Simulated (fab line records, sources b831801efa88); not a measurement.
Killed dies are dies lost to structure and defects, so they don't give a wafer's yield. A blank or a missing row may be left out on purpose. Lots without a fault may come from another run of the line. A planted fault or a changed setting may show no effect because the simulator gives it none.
fab line records | flow sky130
record lots=12 wafers=36 last_day=50
route steps=708 shown VIA3@594 METAL4@634 METAL5@663 PAD_OPEN@708
lots that met no fault: from a run of the same line without faults
start_h: hours from the record's first day to the start of the lot's first wafer shown | wait_h: hours since the lot's step before | " the same as in the row above | L1.1+2: a row that stands for several wafers | - no value, or no start given | * or withheld: withheld | < > ~ a bound
route shown NAME@n: a module of which the file shows steps, and the number in the route of the first | usual: mean/standard deviation of fault-free wafers | same: alike in all rows | chamber/n: place in a boat | sites: the reading at each site | _std_site: their standard deviation | _edge_site: outer sites' mean less inner sites' | radius_mm: how far each site lies from the wafer's centre | mask NAME#n: copy n | behind: the tool/chamber that last shaped the wafer | hold: why the lot was held/for how many hours/how that ended | device: the transistor (n, p or np) that didn't switch | end of line: the same wafers' tests at the end of the route | a step without rows: its recipe alone | killed: dies lost to structure and defects at the first sort, not the wafer's yield | map: a wafer's dies, x killed, . not, _ none there
set.NAME: the setting as run; set.NAME@STEP: as run at that earlier step | model.NAME: the simulator's own value behind a step, which no gauge read
steps of the route over a sample of lots; a table a step, a row a wafer
services: from which hour (start_h, from the record's first day; less than 0 if before it) a tool's chamber was out of use, for how many hours, and why
## steps
# step SKY_VIA3_CVD_21
# recipe material=W target_thk_nm=390 time_s=117.31 temp_c=400 pressure_torr=40
# usual chamber_pressure_Torr=39.99/0.09 heater_power_w=841/96
# columns lot.wafer tool chamber start_h wait_h chamber_pressure_Torr heater_power_w
L285.1 cvd_w-01 1 920.31 0.0 39.91 943
L285.3 " 0 " " 40.02 903
L285.5 " 0 " " 39.90 916
L287.2 cvd_w-02 1 939.55 0.0 40.24 883
L287.3 " 1 " " 40.07 881
L287.4 " 0 " " 40.00 719
L288.1 cvd_w-02 1 942.49 0.0 39.90 853
L288.3 " 0 " " 40.20 720
L288.6 " 0 " " 39.95 704
L289.2 cvd_w-02 0 952.25 0.1 39.88 706
L289.3 " 0 " " 39.94 732
L289.4 " 0 " " 39.87 727
L291.2 cvd_w-02 0 977.27 0.1 39.93 720
L291.3 " 0 " " 39.97 734
L291.4 " 0 " " 39.98 716
L294.2 cvd_w-01 1 997.83 0.0 39.87 958
L294.3 " 0 " " 40.03 908
L294.5 " 1 " " 39.89 960
L295.3 cvd_w-01 1 1018.72 0.1 39.92 953
L295.5 " 1 " " 40.06 960
L295.6 " 0 " " 40.04 925
L298.2 cvd_w-02 1 1026.76 0.0 39.97 885
L298.3 " 0 " " 40.05 722
L298.5 " 0 " " 39.96 725
L301.1 cvd_w-02 0 1039.47 0.0 40.00 726
L301.3 " 1 " " 40.07 886
L301.5 " 0 " " 40.07 720
L304.3 cvd_w-01 0 1054.60 0.1 39.97 929
L304.4 " 1 " " 39.97 937
L304.5 " 0 " " 39.99 908
L307.1 cvd_w-01 1 1070.65 0.0 40.04 929
L307.2 " 0 " " 39.95 934
L307.3 " 0 " " 39.93 917
L308.1 cvd_w-02 1 1078.21 0.0 39.99 888
L308.2 " 0 " " 40.12 715
L308.5 " 1 " " 39.98 874
# step SKY_VIA3_RS_MEAS_22
# recipe thk_meas_gauge=four-point-probe reads=W_of_VIA3_CVD_21+TiN_of_VIA3_SPUTTER_20
# usual VIA3_W_RS=0.297/0.0034
# columns lot.wafer tool chamber start_h wait_h VIA3_W_RS[ohm/sq]
L285.1 film_metro-03 - 920.44 0.1 0.294
L285.3 " - " " 0.297
L285.5 " - " " 0.296
L287.2 film_metro-03 - 939.69 0.1 0.300
L287.3 " - " " 0.298
L287.4 " - " " 0.294
L288.1 film_metro-01 - 942.62 0.1 0.296
L288.3 " - " " 0.292
L288.6 " - " " 0.294
L289.2 film_metro-01 - 952.47 0.2 0.304
L289.3 " - " " 0.301
L289.4 " - " " 0.299
L291.2 film_metro-02 - 977.49 0.2 0.300
L291.3 " - " " 0.302
L291.4 " - " " 0.301
L294.2 film_metro-01 - 997.97 0.1 0.296
L294.3 " - " " 0.296
L294.5 " - " " 0.296
L295.3 film_metro-01 - 1018.84 0.1 0.296
L295.5 " - " " 0.298
L295.6 " - " " 0.294
L298.2 film_metro-01 - 1026.91 0.1 0.301
L298.3 " - " " 0.299
L298.5 " - " " 0.299
L301.1 film_metro-01 - 1039.60 0.1 0.297
L301.3 " - " " 0.299
L301.5 " - " " 0.296
L304.3 film_metro-02 - 1054.72 0.1 0.293
L304.4 " - " " 0.298
L304.5 " - " " 0.291
L307.1 film_metro-01 - 1070.77 0.1 0.295
L307.2 " - " " 0.293
L307.3 " - " " 0.296
L308.1 film_metro-02 - 1078.33 0.1 0.297
L308.2 " - " " 0.296
L308.5 " - " " 0.296
# step SKY_METAL4_METAL_ETCH_18
# recipe target_depth_a=8450 stop_on=SiO2 over_etch_frac=0.3 time_s=183.1 chemistry=Cl2/BCl3 resist_sidewall_deg=88 pressure_mtorr=10 icp_w=900 bias_w=48.5 Cl2_flow_sccm=60 bcl3_flow_sccm=30
# usual drypump_motor_current_A=5.9/0.52 oes_product_au=0.859/0.0064 throttle_valve_pct=22.265/0.01
# columns lot.wafer tool chamber start_h wait_h drypump_motor_current_A oes_product_au rf_hours_counter_h throttle_valve_pct
L285.1 rie_metal-01 1 970.86 0.0 6.3 0.858 16 22.263
L285.3 " 1 " " 6.3 0.855 - 22.244
L285.5 " 1 " " 6.3 0.859 - 22.264
L287.2 rie_metal-02 1 989.33 0.0 6.0 0.857 17 22.263
L287.3 " 1 " " 6.0 0.875 - 22.255
L287.4 " 0 " " 5.9 0.859 - 22.279
L288.1 rie_metal-01 1 992.36 0.0 6.2 0.851 17 22.252
L288.3 " 0 " " 6.3 0.857 - 22.248
L288.6 " 1 " " 6.3 0.860 - 22.277
L289.2 rie_metal-02 0 1000.85 0.0 5.8 0.854 7 22.261
L289.3 " 1 " " 5.9 0.865 - 22.271
L289.4 " 0 " " 5.9 0.865 - 22.258
L291.2 rie_metal-01 1 1025.72 0.0 6.3 0.857 19 22.247
L291.3 " 0 " " 6.3 0.865 - 22.260
L291.4 " 1 " " 6.3 0.861 - 22.273
L294.2 rie_metal-01 1 1045.07 0.0 6.3 0.849 20 22.261
L294.3 " 0 " " 6.3 0.858 - 22.255
L294.5 " 1 " " 6.2 0.857 - 22.275
L295.3 rie_metal-01 0 1064.63 0.1 6.3 0.859 - 22.264
L295.5 " 1 " " 6.3 0.869 - 22.253
L295.6 " 0 " " 6.3 0.870 - 22.260
L298.2 rie_metal-02 1 1071.74 0.0 5.9 0.872 22 22.256
L298.3 " 0 " " 5.8 0.862 - 22.278
L298.5 " 1 " " 6.0 0.862 - 22.267
L301.1 rie_metal-01 0 1083.14 0.0 6.3 0.856 13 22.265
L301.3 " 0 " " 6.3 0.856 - 22.277
L301.5 " 0 " " 6.3 0.858 - 22.268
L304.3 rie_metal-02 1 1096.98 0.1 5.9 0.859 - 22.262
L304.4 " 0 " " 5.8 0.850 - 22.265
L304.5 " 1 " " 5.9 0.852 - 22.255
L307.1 rie_metal-02 0 1112.38 0.0 5.8 0.859 15 22.253
L307.2 " 1 " " 6.0 0.867 26 22.264
L307.3 " 1 " " 6.0 0.858 - 22.259
L308.1 rie_metal-04 1 1118.18 0.0 4.9 0.865 18 22.253
L308.2 " 0 " " 6.4 0.861 9 22.252
L308.5 " 1 " " 4.9 0.869 - 22.255
# step SKY_METAL5_SPUTTER_02
# recipe material=AlCu target_thk_nm=1150 power_w=10600 time_s=59.67 chamber_pressure_pa=0.4
# usual chamber_pressure_pa=0.4001/0.00078 throttle_valve_pct=29.5/1
# columns lot.wafer tool chamber start_h wait_h chamber_pressure_pa throttle_valve_pct
L285.1 pvd_sputter-02 - 996.71 0.0 0.4005 29.2
L285.3 " - " " 0.4005 30.6
L285.5 " - " " 0.4013 30.6
L287.2 pvd_sputter-03 - 1014.20 0.0 0.4005 28.2
L287.3 " - " " 0.4005 29.7
L287.4 " - " " 0.3986 28.2
L288.1 pvd_sputter-03 - 1017.62 0.0 0.4004 27.9
L288.3 " - " " 0.4004 28.3
L288.6 " - " " 0.4007 28.3
L289.2 pvd_sputter-02 - 1026.06 0.0 0.4004 30.3
L289.3 " - " " 0.3993 29.2
L289.4 " - " " 0.4013 30.8
L291.2 pvd_sputter-01 - 1050.99 0.0 0.3995 28.5
L291.3 " - " " 0.4004 30.4
L291.4 " - " " 0.3995 30.4
L294.2 pvd_sputter-02 - 1069.22 0.0 0.3998 30.3
L294.3 " - " " 0.3986 29.4
L294.5 " - " " 0.3989 30.6
L295.3 pvd_sputter-02 - 1088.69 0.0 0.4006 30.8
L295.5 " - " " 0.4002 29.0
L295.6 " - " " 0.3997 30.4
L298.2 pvd_sputter-03 - 1094.52 0.0 0.4001 28.3
L298.3 " - " " 0.4010 28.0
L298.5 " - " " 0.4000 28.6
L301.1 pvd_sputter-03 - 1110.05 0.0 0.3999 28.1
L301.3 " - " " 0.4001 28.2
L301.5 " - " " 0.3997 28.2
L304.3 pvd_sputter-01 - 1119.84 0.0 0.4006 29.5
L304.4 " - " " 0.4008 30.5
L304.5 " - " " 0.4007 30.6
L307.1 pvd_sputter-02 - 1135.11 0.0 0.3986 30.5
L307.2 " - " " 0.4010 30.8
L307.3 " - " " 0.4016 30.6
L308.1 pvd_sputter-03 - 1140.66 0.0 0.4017 30.1
L308.2 " - " " 0.4001 28.4
L308.5 " - " " 0.3999 29.7
# step SKY_PAD_OPEN_PROBE_99
# usual defect_limited_yield=82.5/1.9 killed_at_M0_to_M3=44/7.3 killed_at_M4_up=3.1/1.9 killed_at_contacts=24/5.3 killed_at_front_end=15/4 killed_at_other=0.4/0.6 killed_dies=86/9.2 killed_open=47/6.9 killed_short=39/6.9 sort_bin_3_pad_short=0.8/0.41 sort_bin_5_function=10.6/1.5 sort_bin_6_memory=6.1/1.1 sort_n_pass=406/9.2 sort_yield_pct=82.5/1.9
# same gross_dies=492 killed_at_back_side=0 sort_bin_4_leakage[%]=0 sort_bin_8_speed[%]=0
# columns lot.wafer tool chamber start_h wait_h defect_limited_yield[%] killed_at_M0_to_M3 killed_at_M4_up killed_at_contacts killed_at_front_end killed_at_other killed_dies killed_open killed_short sort_bin_3_pad_short[%] sort_bin_5_function[%] sort_bin_6_memory[%] sort_n_pass sort_yield_pct[%]
L295.3 prober-01 - 1146.79 0.2 69.3 57 59 23 12 0 151 50 43 2.6 21.1 6.9 341 69.3
L295.5 prober-01 - 1146.89 0.2 70.9 49 63 20 11 0 143 34 51 3.0 18.3 7.7 349 70.9
L295.6 prober-01 - 1146.94 0.2 73.0 33 58 23 19 0 133 45 32 3.7 17.1 6.3 359 73.0
L301.1 prober-02 - 1167.40 0.1 72.2 44 55 24 13 1 137 48 34 3.3 16.3 8.3 355 72.2
L301.3 prober-02 - 1167.50 0.2 71.7 49 57 23 10 0 139 51 34 3.0 17.3 7.9 353 71.7
L301.5 prober-02 - 1167.60 0.2 72.4 32 66 25 13 0 136 45 27 3.3 17.9 6.5 356 72.4
# killed by level:class
L295.3 METAL4:unspecified=58 VIA1:geometric_particle:open=12 METAL2:geometric_particle:short=11 VIA1:geometric_particle:short=8 CONTACT:geometric_particle:open=7 LI_CONTACT:geometric_particle:open=6 VIA3:geometric_particle:open=6 FIELD_ISO:geometric_particle:open=5
L295.5 METAL4:unspecified=58 METAL1:geometric_particle:short=7 CONTACT:geometric_particle:short=6 CONTACT:geometric_particle:open=6 VIA1:geometric_particle:short=6 METAL2:geometric_particle:short=6 VIA3:geometric_particle:open=5 VIA2:geometric_particle:short=5
L295.6 METAL4:unspecified=56 CONTACT:geometric_particle:open=8 VIA1:geometric_particle:open=8 POLY_GATE:geometric_particle:open=6 LI_CONTACT:geometric_particle:open=6 METAL2:geometric_particle:short=6 FIELD_ISO:geometric_particle:short=5 VIA1:geometric_particle:short=5
L301.1 METAL4:unspecified=55 VIA1:geometric_particle:open=14 LI_CONTACT:geometric_particle:open=11 CONTACT:geometric_particle:short=6 METAL1:geometric_particle:open=6 VIA3:geometric_particle:open=6 VIA2:geometric_particle:open=5 CONTACT:geometric_particle:open=4
L301.3 METAL4:unspecified=54 VIA1:geometric_particle:open=14 CONTACT:geometric_particle:open=13 METAL2:geometric_particle:short=8 VIA2:geometric_particle:open=5 VIA3:geometric_particle:short=5 LI_CONTACT:geometric_particle:open=4 METAL3:geometric_particle:short=4
L301.5 METAL4:unspecified=64 CONTACT:geometric_particle:open=14 VIA1:geometric_particle:open=10 POLY_GATE:geometric_particle:short=5 LI_CONTACT:geometric_particle:open=4 METAL1:geometric_particle:short=4 VIA2:geometric_particle:open=4 VIA3:geometric_particle:open=4
## services
# columns tool chamber start_h hours kind
cvd_w-02 - 904.00 14.0 pm
cvd_w-02 0 904.00 14.0 vent_cycle
cvd_w-02 1 904.00 14.0 vent_cycle
cvd_w-02 0 918.00 - clean
pvd_sputter-01 - 924.06 0.8 repair
pvd_sputter-03 - 931.83 0.7 repair
cvd_w-02 1 947.51 24.7 repair
cvd_w-01 - 951.20 0.2 repair
pvd_sputter-02 - 951.73 0.9 repair
pvd_sputter-03 - 965.03 1.2 repair
cvd_w-02 1 974.59 5.8 repair
rie_metal-04 1 980.65 22.0 repair
rie_metal-02 0 1014.15 1.0 repair
pvd_sputter-03 - 1035.44 1.0 repair
rie_metal-01 1 1040.23 2.7 repair
rie_metal-02 - 1044.14 2.8 pm
cvd_w-02 - 1057.92 1.6 repair
pvd_sputter-01 - 1066.16 3.6 repair
pvd_sputter-01 - 1078.77 29.8 repair
cvd_w-02 - 1079.15 6.0 pm
rie_metal-04 - 1086.87 14.6 pm
pvd_sputter-01 - 1107.82 5.8 repair
pvd_sputter-02 - 1108.51 8.5 repair
pvd_sputter-02 - 1139.44 15.2 repair
## key
first_sign step=SKY_PAD_OPEN_PROBE_99 reading=killed_at_M4_up direction=up sigmas=30 usual=3.1 struck=59.7
effect step=SKY_PAD_OPEN_PROBE_99 reading=killed_dies direction=up sigmas=5.8 usual=86 struck=140
met_at SKY_METAL4_METAL_ETCH_18
struck_lots L295,L301
not_acting_at SKY_VIA3_CVD_21,SKY_VIA3_RS_MEAS_22,SKY_METAL5_SPUTTER_02
onset_between 1045.07 1064.63
fault kind=chamber_particle_source tool=rie_metal-01 chamber=- onset_h=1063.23 steps=SKY_METAL4_METAL_ETCH_18 rate_per_visit_cm2=1.085 end_h=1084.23
